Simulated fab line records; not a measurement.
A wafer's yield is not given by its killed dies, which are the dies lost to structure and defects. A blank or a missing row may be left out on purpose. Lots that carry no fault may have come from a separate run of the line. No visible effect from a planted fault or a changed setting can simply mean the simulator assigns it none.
fab line records | flow sky130 | part 1 of 2: steps 1 to 28 of 41
record lots=5 | wafers=15 | last_day=50
route steps=708 shown GATE_OXIDE@189 POLY_GATE@204 RES_PROTECT@206
lots that met no fault: taken from a fault-free run of the same line
start_h: the number of hours between the record's first day and the start of the first shown wafer of the lot | wait_h: hours since the lot's step before | " as in the row above | L1.1+2: several wafers, shown together as one row | - value missing, or start not given | * or withheld: withheld | < > ~ a bound
route shown NAME@n: a module of which the file shows steps, and the number in the route of the first | usual: mean/standard deviation of fault-free wafers | same: alike in all rows | chamber/n: place in a boat | sites: each site's reading | _std_site: standard deviation across them | _edge_site: the outer-site mean with the inner-site mean subtracted | radius_mm: how far each site lies from the wafer's centre | mask NAME#n: copy n | behind: the tool/chamber that last shaped the wafer | hold: why the lot was held/for how many hours/how that ended | device: whichever transistor did not switch (one of n, p or np) | end of line: the route-end tests of the same wafers | for a step that has no rows: nothing shown but its recipe | killed: at the first sort, the dies lost to defects and structure; wafer yield is something else | map: per-die view of a wafer (x killed, . not killed, _ where there is no die)
set.NAME: the run value of the setting; set.NAME@STEP: its run value at that earlier step | model.NAME: the simulator's own value behind a step, which no gauge read
lots seen at some steps along the route; tables by step, rows by wafer
services: a tool's chamber out of use, with start hour (start_h, from the record's first day; less than 0 if before it), hours out, and reason
## steps
# step SKY_GATE_OXIDE_THK_MEAS_02
# recipe reads=SiO2_of_GATE_OXIDE_OXIDATION_01
# usual GATE_OXIDE_OXIDATION_00_THK=10.12/0.19
lot.wafer | tool          | chamber | start_h | wait_h | GATE_OXIDE_OXIDATION_00_THK[nm]
L080.1    | film_metro-02 | -       | 348.04  | 0.0    | 10.03
L080.2    | "             | -       | "       | "      | 9.87
L080.4    | "             | -       | "       | "      | 9.88
L081.1    | film_metro-03 | -       | 348.04  | 0.0    | 10.28
L081.4    | "             | -       | "       | "      | 10.14
L081.5    | "             | -       | "       | "      | 10.18
L087.3    | film_metro-03 | -       | 386.42  | 0.0    | 10.49
L087.4    | "             | -       | "       | "      | 10.58
L087.6    | "             | -       | "       | "      | 10.26
L091.2    | film_metro-02 | -       | 424.21  | 0.0    | 10.14
L091.4    | "             | -       | "       | "      | 10.35
L091.5    | "             | -       | "       | "      | 10.51
L095.3    | film_metro-03 | -       | 446.61  | 0.0    | 10.10
L095.4    | "             | -       | "       | "      | 9.77
L095.5    | "             | -       | "       | "      | 10.01
# step SKY_GATE_OXIDE_DEHYDRATE_03
# recipe temp_c=200 | time_s=60
# same time_s=60
lot.wafer  | tool           | chamber | start_h | wait_h
L080.1+2+4 | litho_track-02 | 0       | 359.91  | 11.9
L081.1+4+5 | litho_track-04 | 0       | 360.02  | 12.0
L087.3+4+6 | litho_track-02 | 0       | 399.91  | 13.5
L091.2+4+5 | litho_track-04 | 0       | 438.55  | 14.3
L095.3+4+5 | litho_track-03 | 0       | 461.49  | 14.9
# step SKY_GATE_OXIDE_HMDS_04
# recipe prime_time_s=60 | prime_temp_c=120
lot.wafer  | tool           | chamber | start_h | wait_h
L080.1+2+4 | litho_track-02 | 0       | 360.06  | 0.1
L081.1+4+5 | litho_track-04 | 0       | 360.17  | 0.1
L087.3+4+6 | litho_track-02 | 0       | 400.06  | 0.1
L091.2+4+5 | litho_track-04 | 0       | 438.70  | 0.1
L095.3+4+5 | litho_track-03 | 0       | 461.64  | 0.1
# step SKY_GATE_OXIDE_COAT_05
# recipe resist=NOVOLAK | spin_rpm=3000 | resist_thk_nm=1140
lot.wafer  | tool           | chamber | start_h | wait_h
L080.1+2+4 | litho_track-02 | 0       | 360.21  | 0.1
L081.1+4+5 | litho_track-04 | 0       | 360.32  | 0.1
L087.3+4+6 | litho_track-02 | 0       | 400.21  | 0.1
L091.2+4+5 | litho_track-04 | 0       | 438.85  | 0.1
L095.3+4+5 | litho_track-03 | 0       | 461.79  | 0.1
# step SKY_GATE_OXIDE_SOFTBAKE_06
# recipe temp_c=90 | time_s=60 | resist=NOVOLAK
# same time_s=60
lot.wafer  | tool           | chamber | start_h | wait_h
L080.1+2+4 | litho_track-02 | 0       | 360.36  | 0.1
L081.1+4+5 | litho_track-04 | 0       | 360.47  | 0.1
L087.3+4+6 | litho_track-02 | 0       | 400.36  | 0.1
L091.2+4+5 | litho_track-04 | 0       | 439.00  | 0.1
L095.3+4+5 | litho_track-03 | 0       | 461.94  | 0.1
# step SKY_GATE_OXIDE_EXPOSE_07
# recipe mask_id=LVOM | na=0.6 | source_shape=conventional | sigma_outer=0.6 | polarization=unpolarized | target_cd_nm=600 | dose_mj=170
# usual stage_vel_mm_s=500.06/0.21
lot.wafer | tool             | chamber | start_h | wait_h | mask   | stage_vel_mm_s
L080.1    | iline_stepper-02 | 0       | -       | -      | LVOM#0 | 499.97
L080.2    | "                | 0       | "       | "      | LVOM#0 | 500.24
L080.4    | "                | 0       | "       | "      | LVOM#0 | 500.08
L081.1    | iline_stepper-02 | 0       | -       | -      | LVOM#0 | 500.06
L081.4    | "                | 0       | "       | "      | LVOM#0 | 500.45
L081.5    | "                | 0       | "       | "      | LVOM#0 | 500.12
L087.3    | iline_stepper-02 | 0       | -       | -      | LVOM#0 | 500.15
L087.4    | "                | 0       | "       | "      | LVOM#0 | 499.91
L087.6    | "                | 0       | "       | "      | LVOM#0 | 500.18
L091.2    | iline_stepper-01 | 0       | -       | -      | LVOM#0 | 499.86
L091.4    | "                | 0       | "       | "      | LVOM#0 | 499.86
L091.5    | "                | 0       | "       | "      | LVOM#0 | 500.06
L095.3    | iline_stepper-01 | 0       | -       | -      | LVOM#0 | 499.94
L095.4    | "                | 0       | "       | "      | LVOM#0 | 500.05
L095.5    | "                | 0       | "       | "      | LVOM#0 | 500.18
# step SKY_GATE_OXIDE_PEB_08
# recipe temp_c=withheld | time_s=* | resist=NOVOLAK
# same time_s=*
lot.wafer  | tool           | chamber | start_h | wait_h
L080.1+2+4 | litho_track-02 | 0       | -       | -
L081.1+4+5 | litho_track-04 | 0       | -       | -
L087.3+4+6 | litho_track-04 | 0       | -       | -
L091.2+4+5 | litho_track-04 | 0       | -       | -
L095.3+4+5 | litho_track-03 | 0       | -       | -
# step SKY_GATE_OXIDE_DEVELOP_09
# recipe resist=NOVOLAK | developer=TMAH | develop_time_s=60 | dev_temp_c=23
lot.wafer  | tool           | chamber | start_h | wait_h
L080.1+2+4 | litho_track-02 | 0       | 374.76  | 0.1
L081.1+4+5 | litho_track-04 | 0       | 374.97  | 0.1
L087.3+4+6 | litho_track-04 | 0       | 414.07  | 0.1
L091.2+4+5 | litho_track-04 | 0       | 453.85  | 0.1
L095.3+4+5 | litho_track-03 | 0       | 476.34  | 0.1
# step SKY_GATE_OXIDE_OVL_MEAS_10
# usual GATE_OXIDE_OVL=0.5/1.3
lot.wafer | tool       | chamber | start_h | wait_h | GATE_OXIDE_OVL[nm]
L080.1    | overlay-01 | -       | 374.91  | 0.1    | 1.6
L080.2    | "          | -       | "       | "      | 2.2
L080.4    | "          | -       | "       | "      | 1.1
L081.1    | overlay-02 | -       | 375.12  | 0.1    | 1.1
L081.4    | "          | -       | "       | "      | -0.6
L081.5    | "          | -       | "       | "      | 1.6
L087.3    | overlay-01 | -       | 414.19  | 0.1    | 2.1
L087.4    | "          | -       | "       | "      | 1.1
L087.6    | "          | -       | "       | "      | 0.9
L091.2    | overlay-01 | -       | 453.98  | 0.1    | -0.3
L091.4    | "          | -       | "       | "      | 0.6
L091.5    | "          | -       | "       | "      | 0.9
L095.3    | overlay-02 | -       | 476.45  | 0.1    | 0.2
L095.4    | "          | -       | "       | "      | -0.1
L095.5    | "          | -       | "       | "      | 1.1
# step SKY_GATE_OXIDE_IMPLANT_11
# recipe species=B | energy_kev=10 | dose_cm2=2.6e+12 | tilt_deg=withheld
# usual beam_energy_keV=10.000/0.0032
# same implant_ion_amu=11
lot.wafer | tool         | chamber | start_h | wait_h | beam_energy_keV
L080.1    | implanter-04 | 0       | 374.94  | 0.0    | 10.006
L080.2    | "            | 0       | "       | "      | 10.001
L080.4    | "            | 0       | "       | "      | 10.005
L081.1    | implanter-01 | 0       | 375.16  | 0.0    | 10.002
L081.4    | "            | 0       | "       | "      | 9.998
L081.5    | "            | 0       | "       | "      | 9.994
L087.3    | implanter-04 | 0       | 414.26  | 0.1    | 10.001
L087.4    | "            | 0       | "       | "      | 9.996
L087.6    | "            | 0       | "       | "      | 10.001
L091.2    | implanter-02 | 0       | 454.03  | 0.0    | 10.002
L091.4    | "            | 0       | "       | "      | 10.000
L091.5    | "            | 0       | "       | "      | 10.000
L095.3    | implanter-02 | 0       | 476.52  | 0.1    | 9.998
L095.4    | "            | 0       | "       | "      | 9.998
L095.5    | "            | 0       | "       | "      | 9.994
# step SKY_GATE_OXIDE_WET_ETCH_12
# recipe chemistry=dHF | target_depth_nm=16.8 | dry=n2_spin | target=SiO2 | dilution=100:1 | temp_c=25 | time_s=336
# usual bath_heat_duty_pct=6.3/0.75 | temp_c=24.99/0.11
# same time_s=336
lot.wafer | tool         | chamber | start_h | wait_h | bath_heat_duty_pct | temp_c
L080.1    | wet_bench-01 | 2       | 375.09  | 0.1    | 5.7                | 24.87
L080.2    | "            | 2       | "       | "      | 6.2                | 25.03
L080.4    | "            | 2       | "       | "      | 6.0                | 25.08
L081.1    | wet_bench-03 | 1       | 375.31  | 0.1    | 6.5                | 25.05
L081.4    | "            | 1       | "       | "      | 5.9                | 25.17
L081.5    | "            | 1       | "       | "      | 6.1                | 25.06
L087.3    | wet_bench-04 | 1       | 414.36  | 0.1    | 4.9                | 25.13
L087.4    | "            | 1       | "       | "      | 5.9                | 25.00
L087.6    | "            | 1       | "       | "      | 5.2                | 25.26
L091.2    | wet_bench-04 | 0       | 454.16  | 0.1    | 5.2                | 25.04
L091.4    | "            | 0       | "       | "      | 4.6                | 24.92
L091.5    | "            | 0       | "       | "      | 6.3                | 24.88
L095.3    | wet_bench-01 | 1       | 476.62  | 0.1    | 7.4                | 24.78
L095.4    | "            | 1       | "       | "      | 6.4                | 24.87
L095.5    | "            | 1       | "       | "      | 6.8                | 24.89
# step SKY_GATE_OXIDE_STRIP_13
# recipe chemistry=O2/N2 | power_w=1400 | pressure_mtorr=1500 | platen_temp_c=withheld | o2_flow_sccm=3000 | n2_flow_sccm=300 | overash_fraction=0.5
# usual drypump_motor_current_A=5.9/0.36 | oes_product_au=0.715/0.0046 | strip_time_to_endpoint_s=14.18/0.044
lot.wafer | tool            | chamber | start_h | wait_h | drypump_motor_current_A | oes_product_au | rf_hours_counter_h | strip_time_to_endpoint_s
L080.1    | plasma_asher-02 | 0       | 375.19  | 0.0    | 6.1                     | 0.721          | 25                 | 14.26
L080.2    | "               | 1       | "       | "      | 6.2                     | 0.715          | 25                 | 14.25
L080.4    | "               | 1       | "       | "      | 6.2                     | 0.713          | -                  | 14.20
L081.1    | plasma_asher-01 | 0       | 375.41  | 0.0    | 5.5                     | 0.719          | 69                 | 14.23
L081.4    | "               | 0       | "       | "      | 5.6                     | 0.720          | -                  | 14.19
L081.5    | "               | 0       | "       | "      | 5.5                     | 0.716          | -                  | 14.22
L087.3    | plasma_asher-04 | 0       | 414.50  | 0.0    | 5.9                     | 0.709          | -                  | 14.14
L087.4    | "               | 1       | "       | "      | 5.3                     | 0.723          | -                  | 14.15
L087.6    | "               | 0       | "       | "      | 5.9                     | 0.712          | -                  | 14.13
L091.2    | plasma_asher-01 | 0       | 454.26  | 0.0    | 5.5                     | 0.715          | 3                  | 14.13
L091.4    | "               | 1       | "       | "      | 6.3                     | 0.715          | -                  | 14.08
L091.5    | "               | 0       | "       | "      | 5.5                     | 0.712          | -                  | 14.12
L095.3    | plasma_asher-01 | 1       | 476.77  | 0.0    | 6.2                     | 0.715          | -                  | 14.15
L095.4    | "               | 0       | "       | "      | 5.5                     | 0.721          | -                  | 14.25
L095.5    | "               | 0       | "       | "      | 5.5                     | 0.714          | -                  | 14.25
# step SKY_GATE_OXIDE_TW_MEAS_14
# usual GATE_OXIDE_TW=227.2/1.1
lot.wafer | tool          | chamber | start_h | wait_h | GATE_OXIDE_TW
L080.1    | film_metro-03 | -       | 375.29  | 0.1    | 227.7
L080.2    | "             | -       | "       | "      | 227.2
L080.4    | "             | -       | "       | "      | 228.5
L081.1    | film_metro-02 | -       | 375.51  | 0.1    | 227.6
L081.4    | "             | -       | "       | "      | 228.1
L081.5    | "             | -       | "       | "      | 225.2
L087.3    | film_metro-02 | -       | 414.59  | 0.1    | 227.4
L087.4    | "             | -       | "       | "      | 228.2
L087.6    | "             | -       | "       | "      | 227.9
L091.2    | film_metro-01 | -       | 454.37  | 0.1    | 225.3
L091.4    | "             | -       | "       | "      | 225.0
L091.5    | "             | -       | "       | "      | 223.5
L095.3    | film_metro-01 | -       | 476.85  | 0.1    | 226.1
L095.4    | "             | -       | "       | "      | 226.8
L095.5    | "             | -       | "       | "      | 228.0
# step SKY_GATE_OXIDE_CLEAN_15
# recipe chemistry=SC1/SC2 | mix=1:4:20 | temp_c=70 | time_s=150 | dry=n2_spin
# usual bath_heat_duty_pct=13.2/1.5 | temp_c=69.99/0.12
# same time_s=150
lot.wafer | tool         | chamber | start_h | wait_h | bath_heat_duty_pct | temp_c
L080.1    | wet_bench-04 | 0       | 375.35  | 0.1    | 11.3               | 69.87
L080.2    | "            | 0       | "       | "      | 11.0               | 69.96
L080.4    | "            | 0       | "       | "      | 11.1               | 69.62
L081.1    | wet_bench-01 | 2       | 375.57  | 0.1    | 11.7               | 69.98
L081.4    | "            | 2       | "       | "      | 13.1               | 69.84
L081.5    | "            | 2       | "       | "      | 13.2               | 69.73
L087.3    | wet_bench-04 | 0       | 414.63  | 0.0    | 12.0               | 70.18
L087.4    | "            | 0       | "       | "      | 11.1               | 69.92
L087.6    | "            | 0       | "       | "      | 11.7               | 70.09
L091.2    | wet_bench-01 | 1       | 454.42  | 0.0    | 14.3               | 69.93
L091.4    | "            | 1       | "       | "      | 14.9               | 70.14
L091.5    | "            | 1       | "       | "      | 13.2               | 70.06
L095.3    | wet_bench-03 | 3       | 476.89  | 0.0    | 12.7               | 70.02
L095.4    | "            | 3       | "       | "      | 14.7               | 69.96
L095.5    | "            | 3       | "       | "      | 13.0               | 69.87
# step SKY_GATE_OXIDE_OXIDATION_16
# recipe temp_c=800 | ambient=O2 | idle_temp_c=700 | ramp_up_c_per_min=10 | ramp_down_c_per_min=3 | stabilise_s=600 | purge_s=300 | target_thk_a=35.7 | ox_time_s=1915
# usual ramp_down_c_per_min=3.0000/0.00055 | spike_tc_lower_C=800.1/1 | zone_power_centre_pct=13.2/2
lot.wafer | tool       | chamber | start_h | wait_h | ramp_down_c_per_min | spike_tc_lower_C | zone_power_centre_pct
L080.1    | furnace-01 | 0       | 377.88  | 2.5    | 3.0008              | 799.7            | 11.4
L080.2    | "          | 0       | "       | "      | 2.9990              | 800.6            | 11.4
L080.4    | "          | 0       | "       | "      | 3.0004              | 799.1            | 11.3
L081.1    | furnace-01 | 0       | 377.88  | 2.3    | 3.0003              | 802.2            | 11.3
L081.4    | "          | 0       | "       | "      | 3.0000              | 799.9            | 11.5
L081.5    | "          | 0       | "       | "      | 3.0004              | 799.7            | 11.5
L087.3    | furnace-02 | 0       | 414.69  | 0.0    | 2.9999              | 800.4            | 15.5
L087.4    | "          | 0       | "       | "      | 2.9997              | 799.1            | 15.5
L087.6    | "          | 0       | "       | "      | 2.9998              | 801.0            | 15.6
L091.2    | furnace-01 | 0       | 455.47  | 1.0    | 3.0000              | 798.8            | 11.4
L091.4    | "          | 0       | "       | "      | 2.9993              | 801.4            | 11.2
L091.5    | "          | 0       | "       | "      | 3.0001              | 801.0            | 11.4
L095.3    | furnace-02 | 0       | 476.94  | 0.0    | 3.0007              | 799.6            | 15.5
L095.4    | "          | 0       | "       | "      | 3.0002              | 799.8            | 15.4
L095.5    | "          | 0       | "       | "      | 2.9988              | 800.4            | 15.6
# step SKY_POLY_GATE_CVD_00
# recipe material=poly-Si | target_thk_nm=180 | temp_c=620 | time_s=720 | pressure_mtorr=200
# usual spike_tc_lower_C=620.7/1.5 | zone_power_centre_pct=10.5/0.61
# same time_s=720
lot.wafer | tool     | chamber | start_h | wait_h | spike_tc_lower_C | zone_power_centre_pct
L080.1    | lpcvd-01 | 1       | 379.41  | 0.0    | 621.8            | 10.0
L080.2    | "        | 1       | "       | "      | 623.2            | 10.0
L080.4    | "        | 1       | "       | "      | 619.9            | 10.0
L081.1    | lpcvd-01 | 1       | 379.41  | 0.0    | 622.7            | 10.2
L081.4    | "        | 1       | "       | "      | 622.1            | 10.0
L081.5    | "        | 1       | "       | "      | 622.2            | 10.1
L087.3    | lpcvd-01 | 1       | 416.22  | 0.0    | 622.4            | 9.8
L087.4    | "        | 1       | "       | "      | 621.5            | 10.2
L087.6    | "        | 1       | "       | "      | 620.0            | 10.0
L091.2    | lpcvd-01 | 1       | 457.00  | 0.0    | 621.0            | 10.1
L091.4    | "        | 1       | "       | "      | 622.7            | 10.2
L091.5    | "        | 1       | "       | "      | 619.5            | 10.0
L095.3    | lpcvd-01 | 1       | 478.47  | 0.0    | 622.1            | 10.2
L095.4    | "        | 1       | "       | "      | 619.8            | 10.1
L095.5    | "        | 1       | "       | "      | 621.4            | 9.9
# step SKY_POLY_GATE_THK_MEAS_01
# recipe reads=poly-Si_of_POLY_GATE_CVD_00
# usual POLY_GATE_CVD_00_THK=179.6/1.6
lot.wafer | tool          | chamber | start_h | wait_h | POLY_GATE_CVD_00_THK[nm]
L080.1    | film_metro-03 | -       | 380.61  | 0.0    | 178.4
L080.2    | "             | -       | "       | "      | 178.9
L080.4    | "             | -       | "       | "      | 177.8
L081.1    | film_metro-04 | -       | 380.61  | 0.0    | 178.5
L081.4    | "             | -       | "       | "      | 178.9
L081.5    | "             | -       | "       | "      | 180.3
L087.3    | film_metro-04 | -       | 417.44  | 0.0    | 176.6
L087.4    | "             | -       | "       | "      | 177.0
L087.6    | "             | -       | "       | "      | 178.7
L091.2    | film_metro-03 | -       | 458.21  | 0.0    | 176.2
L091.4    | "             | -       | "       | "      | 176.5
L091.5    | "             | -       | "       | "      | 178.5
L095.3    | film_metro-03 | -       | 480.29  | 0.0    | 177.0
L095.4    | "             | -       | "       | "      | 176.8
L095.5    | "             | -       | "       | "      | 178.1
# step SKY_RES_PROTECT_DEHYDRATE_00
# recipe temp_c=200 | time_s=60
# same time_s=60
lot.wafer  | tool           | chamber | start_h | wait_h
L081.1+4+5 | litho_track-02 | 0       | 392.91  | 12.3
L080.1+2+4 | litho_track-01 | 0       | 393.01  | 12.4
L087.3+4+6 | litho_track-04 | 0       | 432.52  | 15.1
L091.2+4+5 | litho_track-01 | 0       | 472.93  | 14.7
L095.3+4+5 | litho_track-02 | 0       | 495.26  | 15.0
# step SKY_RES_PROTECT_HMDS_01
# recipe prime_time_s=60 | prime_temp_c=120
lot.wafer  | tool           | chamber | start_h | wait_h
L081.1+4+5 | litho_track-02 | 0       | 393.06  | 0.1
L080.1+2+4 | litho_track-01 | 0       | 393.16  | 0.1
L087.3+4+6 | litho_track-04 | 0       | 432.67  | 0.1
L091.2+4+5 | litho_track-01 | 0       | 473.08  | 0.1
L095.3+4+5 | litho_track-02 | 0       | 495.41  | 0.1
# step SKY_RES_PROTECT_COAT_02
# recipe resist=NOVOLAK | spin_rpm=3000 | resist_thk_nm=1140
lot.wafer  | tool           | chamber | start_h | wait_h
L081.1+4+5 | litho_track-02 | 0       | 393.21  | 0.1
L080.1+2+4 | litho_track-01 | 0       | 393.31  | 0.1
L087.3+4+6 | litho_track-04 | 0       | 432.82  | 0.1
L091.2+4+5 | litho_track-01 | 0       | 473.23  | 0.1
L095.3+4+5 | litho_track-02 | 0       | 495.56  | 0.1
# step SKY_RES_PROTECT_SOFTBAKE_03
# recipe temp_c=90 | time_s=60 | resist=NOVOLAK
# same time_s=60
lot.wafer  | tool           | chamber | start_h | wait_h
L081.1+4+5 | litho_track-02 | 0       | 393.36  | 0.1
L080.1+2+4 | litho_track-01 | 0       | 393.46  | 0.1
L087.3+4+6 | litho_track-04 | 0       | 432.97  | 0.1
L091.2+4+5 | litho_track-01 | 0       | 473.38  | 0.1
L095.3+4+5 | litho_track-02 | 0       | 495.71  | 0.1
# step SKY_RES_PROTECT_EXPOSE_04
# recipe mask_id=RPM | na=0.6 | source_shape=conventional | sigma_outer=0.6 | polarization=unpolarized | target_cd_nm=1270 | dose_mj=131
# usual stage_vel_mm_s=499.94/0.26
lot.wafer | tool             | chamber | start_h | wait_h | mask  | stage_vel_mm_s
L081.1    | iline_stepper-02 | 0       | -       | -      | RPM#0 | 499.75
L081.4    | "                | 0       | "       | "      | RPM#0 | 499.61
L081.5    | "                | 0       | "       | "      | RPM#0 | 499.90
L080.1    | iline_stepper-01 | 0       | -       | -      | RPM#0 | 499.66
L080.2    | "                | 0       | "       | "      | RPM#0 | 499.75
L080.4    | "                | 0       | "       | "      | RPM#0 | 499.51
L087.3    | iline_stepper-01 | 0       | -       | -      | RPM#0 | 499.55
L087.4    | "                | 0       | "       | "      | RPM#0 | 499.80
L087.6    | "                | 0       | "       | "      | RPM#0 | 499.91
L091.2    | iline_stepper-01 | 0       | -       | -      | RPM#0 | 500.02
L091.4    | "                | 0       | "       | "      | RPM#0 | 500.12
L091.5    | "                | 0       | "       | "      | RPM#0 | 500.10
L095.3    | iline_stepper-02 | 0       | -       | -      | RPM#0 | 500.14
L095.4    | "                | 0       | "       | "      | RPM#0 | 500.51
L095.5    | "                | 0       | "       | "      | RPM#0 | 499.99
# step SKY_RES_PROTECT_PEB_05
# recipe temp_c=withheld | time_s=* | resist=NOVOLAK
# same time_s=*
lot.wafer  | tool           | chamber | start_h | wait_h
L081.1+4+5 | litho_track-02 | 0       | -       | -
L080.1+2+4 | litho_track-02 | 0       | -       | -
L087.3+4+6 | litho_track-02 | 0       | -       | -
L091.2+4+5 | litho_track-02 | 0       | -       | -
L095.3+4+5 | litho_track-01 | 0       | -       | -
# step SKY_RES_PROTECT_DEVELOP_06
# recipe resist=NOVOLAK | developer=TMAH | develop_time_s=60 | dev_temp_c=23
lot.wafer  | tool           | chamber | start_h | wait_h
L081.1+4+5 | litho_track-02 | 0       | 407.31  | 0.1
L080.1+2+4 | litho_track-02 | 0       | 407.61  | 0.1
L087.3+4+6 | litho_track-02 | 0       | 447.71  | 0.1
L091.2+4+5 | litho_track-02 | 0       | 488.28  | 0.1
L095.3+4+5 | litho_track-01 | 0       | 509.91  | 0.1
# step SKY_POLY_GATE_IMPLANT_02
# recipe species=P | energy_kev=30 | dose_cm2=7.519e+15 | tilt_deg=0
# usual beam_energy_keV=29.999/0.0091
# same implant_ion_amu=31
lot.wafer | tool         | chamber | start_h | wait_h | beam_energy_keV
L081.1    | implanter-02 | 0       | 407.46  | 0.1    | 30.017
L081.4    | "            | 0       | "       | "      | 30.013
L081.5    | "            | 0       | "       | "      | 30.021
L080.1    | implanter-03 | 0       | 407.76  | 0.1    | 30.001
L080.2    | "            | 0       | "       | "      | 30.011
L080.4    | "            | 0       | "       | "      | 30.002
L087.3    | implanter-03 | 0       | 447.86  | 0.1    | 29.997
L087.4    | "            | 0       | "       | "      | 30.000
L087.6    | "            | 0       | "       | "      | 29.987
L091.2    | implanter-03 | 0       | 488.43  | 0.1    | 30.006
L091.4    | "            | 0       | "       | "      | 30.004
L091.5    | "            | 0       | "       | "      | 30.003
L095.3    | implanter-02 | 0       | 510.06  | 0.1    | 29.993
L095.4    | "            | 0       | "       | "      | 30.002
L095.5    | "            | 0       | "       | "      | 29.999
# step SKY_RES_PROTECT_STRIP_07
# recipe chemistry=O2/N2 | power_w=1400 | pressure_mtorr=1500 | platen_temp_c=withheld | o2_flow_sccm=3000 | n2_flow_sccm=300 | overash_fraction=0.5
# usual drypump_motor_current_A=5.8/0.37 | oes_product_au=0.519/0.0044 | strip_time_to_endpoint_s=23.20/0.052
lot.wafer | tool            | chamber | start_h | wait_h | drypump_motor_current_A | oes_product_au | rf_hours_counter_h | strip_time_to_endpoint_s
L081.1    | plasma_asher-01 | 0       | 407.61  | 0.1    | 5.5                     | 0.524          | 72                 | 23.27
L081.4    | "               | 0       | "       | "      | 5.5                     | 0.517          | -                  | 23.22
L081.5    | "               | 1       | "       | "      | 6.2                     | 0.517          | -                  | 23.20
L080.1    | plasma_asher-04 | 0       | 407.91  | 0.1    | 5.9                     | 0.515          | 73                 | 23.17
L080.2    | "               | 1       | "       | "      | 5.3                     | 0.516          | 73                 | 23.14
L080.4    | "               | 1       | "       | "      | 5.3                     | 0.521          | -                  | 23.13
L087.3    | plasma_asher-04 | 1       | 447.99  | 0.1    | 5.3                     | 0.518          | -                  | 23.19
L087.4    | "               | 0       | "       | "      | 5.9                     | 0.514          | -                  | 23.23
L087.6    | "               | 1       | "       | "      | 5.3                     | 0.527          | -                  | 23.19
L091.2    | plasma_asher-04 | 0       | 488.56  | 0.1    | 5.9                     | 0.522          | 82                 | 23.18
L091.4    | "               | 1       | "       | "      | 5.3                     | 0.517          | -                  | 23.16
L091.5    | "               | 0       | "       | "      | 5.9                     | 0.515          | -                  | 23.16
L095.3    | plasma_asher-03 | 1       | 510.19  | 0.1    | 5.6                     | 0.524          | -                  | 23.28
L095.4    | "               | 0       | "       | "      | 6.3                     | 0.516          | -                  | 23.29
L095.5    | "               | 1       | "       | "      | 5.6                     | 0.516          | -                  | 23.28
# step SKY_RES_PROTECT_TW_MEAS_08
# usual POLY_GATE_TW=4077/20
lot.wafer | tool          | chamber | start_h | wait_h | POLY_GATE_TW
L081.1    | film_metro-04 | -       | 407.71  | 0.1    | 4058
L081.4    | "             | -       | "       | "      | 4072
L081.5    | "             | -       | "       | "      | 4073
L080.1    | film_metro-03 | -       | 408.01  | 0.1    | 4096
L080.2    | "             | -       | "       | "      | 4132
L080.4    | "             | -       | "       | "      | 4106
L087.3    | film_metro-04 | -       | 448.08  | 0.1    | 4089
L087.4    | "             | -       | "       | "      | 4087
L087.6    | "             | -       | "       | "      | 4054
L091.2    | film_metro-04 | -       | 488.67  | 0.1    | 4111
L091.4    | "             | -       | "       | "      | 4086
L091.5    | "             | -       | "       | "      | 4105
L095.3    | film_metro-01 | -       | 510.28  | 0.1    | 4073
L095.4    | "             | -       | "       | "      | 4085
L095.5    | "             | -       | "       | "      | 4080
# step SKY_RES_PROTECT_CLEAN_09
# recipe chemistry=SC1/SC2 | mix=1:4:20 | temp_c=70 | time_s=150 | dry=n2_spin
# usual bath_heat_duty_pct=13.0/1.3 | temp_c=69.99/0.11
# same time_s=150
lot.wafer | tool         | chamber | start_h | wait_h | bath_heat_duty_pct | temp_c
L081.1    | wet_bench-02 | 0       | 407.77  | 0.1    | 14.4               | 69.86
L081.4    | "            | 0       | "       | "      | 12.9               | 69.89
L081.5    | "            | 0       | "       | "      | 13.9               | 69.77
L080.1    | wet_bench-01 | 1       | 408.07  | 0.1    | 15.4               | 70.04
L080.2    | "            | 1       | "       | "      | 16.1               | 69.90
L080.4    | "            | 1       | "       | "      | 14.7               | 70.06
L087.3    | wet_bench-04 | 1       | 448.12  | 0.0    | 11.3               | 69.73
L087.4    | "            | 1       | "       | "      | 11.6               | 69.92
L087.6    | "            | 1       | "       | "      | 12.0               | 70.05
L091.2    | wet_bench-04 | 1       | 488.72  | 0.0    | 11.6               | 69.96
L091.4    | "            | 1       | "       | "      | 11.5               | 69.77
L091.5    | "            | 1       | "       | "      | 12.8               | 70.01
L095.3    | wet_bench-01 | 0       | 510.32  | 0.0    | 11.2               | 69.96
L095.4    | "            | 0       | "       | "      | 11.4               | 69.83
L095.5    | "            | 0       | "       | "      | 12.3               | 70.01
